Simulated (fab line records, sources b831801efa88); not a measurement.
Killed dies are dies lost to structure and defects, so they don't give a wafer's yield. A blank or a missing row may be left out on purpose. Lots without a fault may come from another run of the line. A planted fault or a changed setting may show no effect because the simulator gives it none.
fab line records | flow sky130 | part 2 of 2: steps 31 to 44 of 44
record lots=5 wafers=15 last_day=50
route steps=708 shown VT_ADJUST_LVTN@101 VT_ADJUST_NCORE@119 VT_ADJUST_HVTR@131 VT_ADJUST_PCH@143
lots that met no fault: from a run of the same line without faults
start_h: hours from the record's first day to the start of the lot's first wafer shown | wait_h: hours since the lot's step before | " the same as in the row above | L1.1+2: a row that stands for several wafers | - no value, or no start given | * or withheld: withheld | < > ~ a bound
route shown NAME@n: a module of which the file shows steps, and the number in the route of the first | usual: mean/standard deviation of fault-free wafers | same: alike in all rows | chamber/n: place in a boat | sites: the reading at each site | _std_site: their standard deviation | _edge_site: outer sites' mean less inner sites' | radius_mm: how far each site lies from the wafer's centre | mask NAME#n: copy n | behind: the tool/chamber that last shaped the wafer | hold: why the lot was held/for how many hours/how that ended | device: the transistor (n, p or np) that didn't switch | end of line: the same wafers' tests at the end of the route | a step without rows: its recipe alone | killed: dies lost to structure and defects at the first sort, not the wafer's yield | map: a wafer's dies, x killed, . not, _ none there
set.NAME: the setting as run; set.NAME@STEP: as run at that earlier step | model.NAME: the simulator's own value behind a step, which no gauge read
lots at some steps of the route; a table a step, a row a wafer
services: from which hour (start_h, from the record's first day; less than 0 if before it) a tool's chamber was out of use, for how many hours, and why
## steps
# step SKY_VT_ADJUST_HVTR_DEHYDRATE_00
# recipe temp_c=200 time_s=60
# columns lot.wafer tool chamber start_h wait_h
L078.1+3+4 litho_track-01 0 217.68 10.4
L079.2+4+5 litho_track-03 0 239.76 10.9
L081.1+3+6 litho_track-04 0 244.26 11.9
L085.2+5+6 litho_track-03 0 269.46 11.4
L094.2+3+4 litho_track-03 0 348.86 12.9
# step SKY_VT_ADJUST_HVTR_HMDS_01
# recipe prime_time_s=60 prime_temp_c=120
# same prime_time_s=60
# columns lot.wafer tool chamber start_h wait_h
L078.1+3+4 litho_track-01 0 217.83 0.1
L079.2+4+5 litho_track-03 0 239.91 0.1
L081.1+3+6 litho_track-04 0 244.41 0.1
L085.2+5+6 litho_track-03 0 269.61 0.1
L094.2+3+4 litho_track-03 0 349.01 0.1
# step SKY_VT_ADJUST_HVTR_COAT_02
# recipe resist=NOVOLAK spin_rpm=3000 resist_thk_nm=1140
# columns lot.wafer tool chamber start_h wait_h
L078.1+3+4 litho_track-01 0 217.98 0.1
L079.2+4+5 litho_track-03 0 240.06 0.1
L081.1+3+6 litho_track-04 0 244.56 0.1
L085.2+5+6 litho_track-03 0 269.76 0.1
L094.2+3+4 litho_track-03 0 349.16 0.1
# step SKY_VT_ADJUST_HVTR_SOFTBAKE_03
# recipe temp_c=90 time_s=60 resist=NOVOLAK
# columns lot.wafer tool chamber start_h wait_h
L078.1+3+4 litho_track-01 0 218.13 0.1
L079.2+4+5 litho_track-03 0 240.21 0.1
L081.1+3+6 litho_track-04 0 244.71 0.1
L085.2+5+6 litho_track-03 0 269.91 0.1
L094.2+3+4 litho_track-03 0 349.31 0.1
# step SKY_VT_ADJUST_HVTR_EXPOSE_04
# recipe mask_id=HVTRM target_cd_nm=380 na=0.6 source_shape=conventional sigma_outer=0.6 dose_mj=150
# usual focus_offset_nm=0.1/0.47
# columns lot.wafer tool chamber start_h wait_h mask focus_offset_nm
L078.1 iline_stepper-02 0 - - HVTRM#0 -0.5
L078.3 " 0 " " HVTRM#0 -0.3
L078.4 " 0 " " HVTRM#0 0.0
L079.2 iline_stepper-02 0 - - HVTRM#0 0.1
L079.4 " 0 " " HVTRM#0 0.2
L079.5 " 0 " " HVTRM#0 0.2
L081.1 iline_stepper-01 0 - - HVTRM#0 -0.1
L081.3 " 0 " " HVTRM#0 0.3
L081.6 " 0 " " HVTRM#0 -0.2
L085.2 iline_stepper-01 0 - - HVTRM#0 0.0
L085.5 " 0 " " HVTRM#0 -0.2
L085.6 " 0 " " HVTRM#0 0.1
L094.2 iline_stepper-02 0 - - HVTRM#0 -0.1
L094.3 " 0 " " HVTRM#0 1.0
L094.4 " 0 " " HVTRM#0 0.7
# step SKY_VT_ADJUST_HVTR_PEB_05
# recipe temp_c=withheld time_s=* resist=NOVOLAK
# columns lot.wafer tool chamber start_h wait_h
L078.1+3+4 litho_track-03 0 - -
L079.2+4+5 litho_track-03 0 - -
L081.1+3+6 litho_track-04 0 - -
L085.2+5+6 litho_track-03 0 - -
L094.2+3+4 litho_track-04 0 - -
# step SKY_VT_ADJUST_HVTR_DEVELOP_06
# recipe develop_time_s=60 dev_temp_c=23
# columns lot.wafer tool chamber start_h wait_h
L078.1+3+4 litho_track-03 0 229.09 0.1
L079.2+4+5 litho_track-03 0 251.81 0.1
L081.1+3+6 litho_track-04 0 256.36 0.1
L085.2+5+6 litho_track-03 0 281.71 0.1
L094.2+3+4 litho_track-04 0 363.19 0.1
# step SKY_VT_ADJUST_HVTR_CD_MEAS_07
# recipe target_cd_nm=380
# usual cd_nm=379.9/2.6
# columns lot.wafer tool chamber start_h wait_h cd_nm
L078.1 cd_sem-01 - 229.24 0.1 383.7
L078.3 " - " " 381.3
L078.4 " - " " 381.8
L079.2 cd_sem-01 - 251.96 0.1 376.1
L079.4 " - " " 375.4
L079.5 " - " " 378.4
L081.1 cd_sem-01 - 256.51 0.1 375.5
L081.3 " - " " 375.1
L081.6 " - " " 375.6
L085.2 cd_sem-02 - 281.86 0.1 380.6
L085.5 " - " " 380.0
L085.6 " - " " 381.6
L094.2 cd_sem-01 - 363.33 0.1 381.8
L094.3 " - " " 381.9
L094.4 " - " " 381.2
# step SKY_VT_ADJUST_HVTR_OVL_MEAS_08
# usual VT_ADJUST_HVTR_OVL=0.6/1.4
# columns lot.wafer tool chamber start_h wait_h VT_ADJUST_HVTR_OVL[nm]
L078.1 overlay-01 - 229.36 0.1 -0.2
L078.3 " - " " -1.5
L078.4 " - " " -0.8
L079.2 overlay-02 - 252.06 0.1 1.0
L079.4 " - " " 2.3
L079.5 " - " " 1.1
L081.1 overlay-02 - 256.63 0.1 -1.6
L081.3 " - " " -0.5
L081.6 " - " " -0.6
L085.2 overlay-02 - 281.96 0.1 0.8
L085.5 " - " " 0.5
L085.6 " - " " 1.4
L094.2 overlay-02 - 363.44 0.1 3.0
L094.3 " - " " 3.4
L094.4 " - " " 3.3
# step SKY_VT_ADJUST_HVTR_IMPLANT_09
# recipe species=B energy_kev=10 dose_cm2=2.1e+12 tilt_deg=withheld
# columns lot.wafer tool chamber start_h wait_h
L078.1+3+4 implanter-01 0 229.39 0.0
L079.2+4+5 implanter-01 0 252.12 0.0
L081.1+3+6 implanter-03 0 256.67 0.0
L085.2+5+6 implanter-01 0 282.02 0.0
L094.2+3+4 implanter-01 0 363.49 0.0
# step SKY_VT_ADJUST_HVTR_STRIP_10
# recipe chemistry=O2/N2 power_w=1400 pressure_mtorr=1500 platen_temp_c=withheld o2_flow_sccm=3000 n2_flow_sccm=300 overash_fraction=0.5
# usual drypump_motor_current_A=5.7/0.36 oes_product_au=0.716/0.0043 strip_time_to_endpoint_s=14.17/0.042
# columns lot.wafer tool chamber start_h wait_h drypump_motor_current_A oes_product_au rf_hours_counter_h strip_time_to_endpoint_s
L078.1 plasma_asher-04 0 229.54 0.1 6.1 0.710 56 14.13
L078.3 " 0 " " 6.1 0.719 - 14.19
L078.4 " 1 " " 6.0 0.706 - 14.15
L079.2 plasma_asher-04 1 252.24 0.1 6.0 0.715 57 14.14
L079.4 " 0 " " 6.1 0.717 - 14.15
L079.5 " 1 " " 6.0 0.716 - 14.17
L081.1 plasma_asher-04 0 256.82 0.1 6.1 0.719 57 14.19
L081.3 " 0 " " 6.1 0.706 - 14.16
L081.6 " 0 " " 6.1 0.717 - 14.18
L085.2 plasma_asher-04 0 282.14 0.1 6.1 0.716 60 14.17
L085.5 " 0 " " 6.1 0.712 - 14.14
L085.6 " 1 " " 6.0 0.722 - 14.16
L094.2 plasma_asher-04 0 363.62 0.1 6.1 0.707 68 14.26
L094.3 " 0 " " 6.1 0.716 - 14.21
L094.4 " 1 " " 6.0 0.710 - 14.28
# step SKY_VT_ADJUST_HVTR_TW_MEAS_11
# usual VT_ADJUST_HVTR_TW=211.7/1.1
# columns lot.wafer tool chamber start_h wait_h VT_ADJUST_HVTR_TW
L078.1 film_metro-04 - 229.64 0.1 210.6
L078.3 " - " " 210.7
L078.4 " - " " 210.5
L079.2 film_metro-02 - 252.35 0.1 211.7
L079.4 " - " " 211.9
L079.5 " - " " 213.7
L081.1 film_metro-02 - 256.92 0.1 212.5
L081.3 " - " " 211.9
L081.6 " - " " 212.4
L085.2 film_metro-02 - 282.25 0.1 212.5
L085.5 " - " " 211.2
L085.6 " - " " 211.0
L094.2 film_metro-01 - 363.73 0.1 212.8
L094.3 " - " " 213.2
L094.4 " - " " 212.3
# step SKY_VT_ADJUST_PCH_DEHYDRATE_00
# recipe temp_c=200 time_s=60
# columns lot.wafer tool chamber start_h wait_h
L078.1+3+4 litho_track-03 0 240.34 10.7
L079.2+4+5 litho_track-04 0 264.09 11.7
L081.1+3+6 litho_track-02 0 268.64 11.7
L085.2+5+6 litho_track-03 0 294.56 12.3
L094.2+3+4 litho_track-04 0 377.44 13.7
# step SKY_VT_ADJUST_PCH_HMDS_01
# recipe prime_time_s=60 prime_temp_c=120
# same prime_time_s=60
# columns lot.wafer tool chamber start_h wait_h
L078.1+3+4 litho_track-03 0 240.49 0.1
L079.2+4+5 litho_track-04 0 264.24 0.1
L081.1+3+6 litho_track-02 0 268.79 0.1
L085.2+5+6 litho_track-03 0 294.71 0.1
L094.2+3+4 litho_track-04 0 377.59 0.1
## services
# columns tool chamber start_h hours kind
implanter-04 - 132.58 4.9 repair
iline_stepper-02 - 146.19 6.2 repair
implanter-01 - 176.89 10.8 repair
implanter-01 - 187.68 5.9 pm
implanter-03 - 198.75 3.6 repair
implanter-01 - 200.81 2.8 repair
iline_stepper-02 - 202.09 4.4 pm
implanter-01 - 218.33 2.1 repair
plasma_asher-04 - 234.66 15.0 repair
implanter-04 - 263.54 2.3 repair
iline_stepper-01 - 289.76 1.7 pm
iline_stepper-02 - 293.33 1.7 pm
implanter-03 - 293.88 17.8 pm
implanter-01 - 307.10 4.4 repair
implanter-03 - 314.17 5.1 repair
implanter-01 - 319.95 5.1 repair
iline_stepper-01 - 330.06 5.0 repair
plasma_asher-04 - 336.06 1.0 repair
iline_stepper-01 - 342.47 2.1 pm
plasma_asher-03 - 346.03 2.8 pm
iline_stepper-01 - 349.01 10.7 repair
implanter-03 - 356.94 1.8 repair
plasma_asher-03 - 361.68 6.0 repair
implanter-01 - 372.28 4.0 pm
